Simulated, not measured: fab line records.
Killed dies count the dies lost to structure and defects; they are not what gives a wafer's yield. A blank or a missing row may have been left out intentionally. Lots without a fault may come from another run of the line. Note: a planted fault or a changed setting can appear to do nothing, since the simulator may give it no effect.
8D (eight disciplines) problem report, filled in by code || flow sky130 || the parts of the form that need people (team, actions taken, sign-off) are left out

1. PROBLEM STATEMENT
FIELD_ISO_CVD_03_THK at SKY_FIELD_ISO_THK_MEAS_04 reads a mean of 173.3 nm on 3 wafers of 1 lot; wafers without a fault read 163.8 nm with a standard deviation of 1.3. Relative to the usual mean, that is a shift of +7.3 standard deviations.
The first sign was on wafer L503.1 at day 2 00:31, on film_metro-02. The record holds 33 wafers of 11 lots with a number at this step. Rule for "out", or "out of limits": more than 4 standard deviations from the usual mean. All remaining wafers that have a number are taken as sound.

2. WHAT IT IS AND WHAT IT IS NOT
{"question": "which readings at this step", "is": "FIELD_ISO_CVD_03_THK", "is not": "-"}
{"question": "which lots", "is": "L503", "is not": "L501, L502, L517, L518, L519, L520, L521, L522, L523, L524"}
{"question": "which wafers of those lots", "is": "all that have a number", "is not": "-"}
{"question": "read on which gauges", "is": "film_metro-02", "is not": "film_metro-03, film_metro-04"}
{"question": "when", "is": "from day 2 00:31", "is not": "up to then (6 sound wafers); but 24 sound wafers of L517, L518, L519, L520, L521, L522, L523, L524 came after"}

3. WHAT RULES OUT EACH SUSPECT
Counting: a tool stays on the suspect list if, at a process step up to the reading, it processed all lots that are out and no sound lot following the first of them.
- the gauge at SKY_FIELD_ISO_THK_MEAS_04 has been ruled out. All the wafers that are out were read on film_metro-02, but those of them that SKY_FIELD_ISO_CVD_03 has rows for are out there too, on other tools.
- lpcvd-02 at SKY_FIELD_ISO_CVD_03 (deposits Si3N4 from DCS/NH3, target thk 165 nm, time 2830 s): ruled out as a lasting fault. After its first lot that is out, L503 (day 1 22:44), sound lots L517, L518, L519, L520, L521, L522, L523, L524 ran on it.
Left after counting: nothing in the record.

4. THE CAUSE (what the simulator had put in)
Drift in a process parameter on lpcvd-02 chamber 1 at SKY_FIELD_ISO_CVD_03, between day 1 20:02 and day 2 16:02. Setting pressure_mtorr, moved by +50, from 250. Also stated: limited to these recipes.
It was ruled out by counting, in error; the rule expects a fault to strike all lots run on its tool from its start on, and this fault did not.

5. THE CHAIN OF EFFECTS, in route order
One row per reading whose mean, taken over the struck wafers that have a number, lies over 3 standard deviations from the usual. Only readings whose record carries a usual standard deviation are examined. hours: median over the lots of the time between each lot's start at the first step of this table that gives one and its start at this step. sigmas: the change, counted in usual standard deviations.
{"hours": 0, "step": "SKY_FIELD_ISO_CVD_03", "reading": "pressure_mtorr", "usual": "250.2 mTorr", "on struck wafers": 300.5, "change": "+50.3", "sigmas": "+99 or more"}
{"hours": 2, "step": "SKY_FIELD_ISO_THK_MEAS_04", "reading": "FIELD_ISO_CVD_03_THK", "usual": "163.8 nm", "on struck wafers": 173.3, "change": "+9.5", "sigmas": "+7.3"}
{"hours": 17, "step": "SKY_FIELD_ISO_ETCH_15", "reading": "oes_product_au", "usual": "0.942 a.u.", "on struck wafers": 0.974, "change": "+0.032", "sigmas": "+5.2"}
Process steps it contains:
- SKY_FIELD_ISO_CVD_03: deposits Si3N4 from DCS/NH3, target thk 165 nm, time 2830 s.
- SKY_FIELD_ISO_ETCH_15: etches the open film in CHF3/O2, stops on Si, target depth 180 nm, time 72 s.

6. HOW IT WOULD HAVE BEEN CAUGHT EARLIER
In this record the first reading out of limits at a measuring or inspecting step was taken at day 2 00:31, 4 hours after the fault began at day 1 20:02.
At SKY_FIELD_ISO_CVD_03, the tool's own readings (pressure_mtorr) were out on each struck wafer the step has a row for, so an alarm limit on them would have fired on the first such wafer.
